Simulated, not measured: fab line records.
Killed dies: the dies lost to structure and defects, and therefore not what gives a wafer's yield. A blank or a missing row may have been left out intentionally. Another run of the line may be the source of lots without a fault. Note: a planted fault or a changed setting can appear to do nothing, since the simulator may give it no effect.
Chamber matching || flow sky130 || 4 sister chambers for SKY_VIA2_CMP_02 on cmp-01
The step polishes SiO2. 4 wafers are shown with their chamber, then 9 later ones without.

EACH WAFER AND ITS CHAMBER
{"wafer": "L088.3", "chamber": 3, "motor_current_A (A)": 12.0}
{"wafer": "L089.2", "chamber": 0, "motor_current_A (A)": 12.4}
{"wafer": "L089.3", "chamber": 1, "motor_current_A (A)": 11.5}
{"wafer": "L089.6", "chamber": 2, "motor_current_A (A)": 13.9}

WAFERS WHOSE CHAMBER IS MISSING
{"wafer": "L092.2", "motor_current_A (A)": 13.7}
{"wafer": "L092.4", "motor_current_A (A)": 12.9}
{"wafer": "L092.6", "motor_current_A (A)": 12.1}
{"wafer": "L095.2", "motor_current_A (A)": 12.4}
{"wafer": "L095.3", "motor_current_A (A)": 11.3}
{"wafer": "L095.5", "motor_current_A (A)": 13.2}
{"wafer": "L096.1", "motor_current_A (A)": 13.8}
{"wafer": "L096.3", "motor_current_A (A)": 11.0}
{"wafer": "L096.4", "motor_current_A (A)": 12.4}

EACH ONE'S CHAMBER
{"wafer": "L092.2", "from the rows above": 2, "in truth": 2}
{"wafer": "L092.4", "from the rows above": "can't be placed: 0 or 3 or 2", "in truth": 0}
{"wafer": "L092.6", "from the rows above": "can't be placed: 3 or 0 or 1", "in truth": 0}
{"wafer": "L095.2", "from the rows above": "can't be placed: 0 or 3", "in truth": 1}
{"wafer": "L095.3", "from the rows above": "can't be placed: 1 or 3", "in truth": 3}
{"wafer": "L095.5", "from the rows above": "can't be placed: 2 or 0 or 3", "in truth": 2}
{"wafer": "L096.1", "from the rows above": 2, "in truth": 2}
{"wafer": "L096.3", "from the rows above": "can't be placed: 1 or 3", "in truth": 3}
{"wafer": "L096.4", "from the rows above": "can't be placed: 0 or 3", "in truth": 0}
Placed correctly: 2 of 9. Can't be placed from these rows: 7 (the true chamber is among the candidates in 6). 0 placed wrongly.
How it was worked out, from the rows above alone: a wafer's distance from a chamber is the root of the sum, over the readings, of the square of ((its reading less the chamber's mean) divided by the reading's scatter). If the next closest chamber is less than 2 further off than the closest, the wafer can't be placed; otherwise it belongs to the closest. Each chamber's mean is taken over the wafers shown for it. The scatter (one wafer shown for each chamber): square how far every hidden wafer sits from the nearest shown wafer, average those squares and take the square root.
